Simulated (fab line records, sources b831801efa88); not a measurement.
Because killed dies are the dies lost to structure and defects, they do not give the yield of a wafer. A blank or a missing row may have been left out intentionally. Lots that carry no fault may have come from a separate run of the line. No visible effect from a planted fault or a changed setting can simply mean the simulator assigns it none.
A lot that was struck, set against a sound lot || flow gf180mcu || 19 steps out of a route of 602
Sound: the wafers L256.3, L256.4, L256.5. Wafers L266.2, L266.5, L266.6 were the ones struck. The cause is given at the end.
For every step that has rows: the tool of each side, followed by ch and its chambers, followed by its first start. Under that, the readings that differ: sound wafers || struck wafers || difference of the means || sigmas: that difference in standard deviations of wafers without a fault.
alike: words and numbers the same on both sides, and readings whose means are apart by under 2 such deviations; not compared: readings that were withheld, readings missing a value for some wafer, numbers with overlapping values and no deviation given by the record, and bounds like >300 which may hide the same value.
Wherever a step has rows on one side only, a row that says differs or no value, or a row with sigmas, the two part there. Numbers that have no deviation but don't overlap get no sigmas and don't part them. A reading that every wafer of one side lacks parts them only if that side has two wafers or more.

GF_POLY_GATE_OVL_MEAS_11:
  sound on overlay-02, day 9 05:01; struck on overlay-02, day 12 01:50
  alike: POLY_GATE_OVL
GF_POLY_GATE_ETCH_12: etches BARC in N2/H2.
  sound on rie-diel-03 ch 1,2, day 9 05:02; struck on rie-diel-01 ch 2,3, day 12 01:52
  alike: drypump-motor-current-A, oes-product-au, rf-fwd-power-W, throttle-valve-pct
GF_POLY_GATE_ETCH_13: etches poly-Si in HBr/Cl2, stops on SiO2, target depth 198.5 nm, time 69.6 s.
  sound on rie-si-02 ch 0,2, day 9 05:05; struck on rie-si-02 ch 1,2, day 12 01:55
  alike: drypump-motor-current-A, oes-product-au, rf-fwd-power-W, throttle-valve-pct
  not compared: rf-hours-counter-h
GF_POLY_GATE_STRIP_14: strips in O2/N2.
  sound on plasma-asher-02 ch 0,1, day 9 05:10; struck on plasma-asher-02 ch 0,1, day 12 01:59
  alike: drypump-motor-current-A, heater-power-w, oes-product-au
  not compared: rf-hours-counter-h
then, 2 steps without rows for these wafers: GF_POLY_GATE_CLEAN_15 (cleans in SC1/SC2, time 150 s); GF_POLY_GATE_OXIDATION_16 (stabilise 600 s, purge 300 s, target thk 4 nm).
GF_POLY_GATE_THK_MEAS_17:
  sound on film-metro-03, day 9 06:55; struck on film-metro-02, day 12 03:46
  alike: POLY_GATE_OXIDATION_THK
GF_POLY_GATE_CD_MEAS_18:
  sound on cd-sem-01, day 9 07:01; struck on cd-sem-02, day 12 03:51
{"reading": "cd-nm (nm)", "sound": "285.2 282.8 285.3", "struck": "277.8 278.0 279.7", "difference": -5.9, "sigmas": -2}
then, 4 steps without rows for these wafers: GF_HV_LDD_DEHYDRATE_00 (time 60 s); GF_HV_LDD_HMDS_01 (prime time 60 s); GF_HV_LDD_COAT_02 (resist thk 1000 nm); GF_HV_LDD_SOFTBAKE_03 (time 60 s).
GF_HV_LDD_EXPOSE_04: exposes mask Nplus LV AREA, target cd 400 nm.
  sound on iline-stepper-02 ch 0, day 9 15:48; struck on iline-stepper-02 ch 0, day 12 13:31
{"reading": "model.HV_LDD.overlay-x-nm (nm)", "sound": "1.831 1.831 1.831", "struck": "210.5 210.5 210.5", "difference": "+208.7", "sigmas": ""}
  alike: mask
then, 2 steps without rows for these wafers: GF_HV_LDD_PEB_05; GF_HV_LDD_DEVELOP_06 (develop time 60 s).
GF_HV_LDD_CD_MEAS_07: the cd target is 400 nm.
  sound on cd-sem-01, day 10 00:35; struck on cd-sem-01, day 12 22:58
  alike: cd-nm
GF_HV_LDD_OVL_MEAS_08:
  sound on overlay-01, day 10 00:41; struck on overlay-01, day 12 23:04
{"reading": "HV_LDD_OVL (nm)", "sound": "1.0 0.6 2.1", "struck": "211.7 212.2 212.6", "difference": "+210.9", "sigmas": "+99 or more"}
then, 1 step without rows for these wafers: GF_HV_LDD_IMPLANT_09.
-- here the record skips 19 days between the struck wafers' starts before and after, leaving off in module HV_LDD and picking up in module PASSIVATION (first step shown: number 602 of the route) --
GF_PASSIVATION_PROBE_99:
  only the struck wafers here have rows in the record (prober-02, day 31 23:00); the sound ones have none

== WHERE THEY PART ==
At GF_POLY_GATE_CD_MEAS_18 first; at GF_PASSIVATION_PROBE_99 last (within this record only).

WHY: whatever the simulator had introduced
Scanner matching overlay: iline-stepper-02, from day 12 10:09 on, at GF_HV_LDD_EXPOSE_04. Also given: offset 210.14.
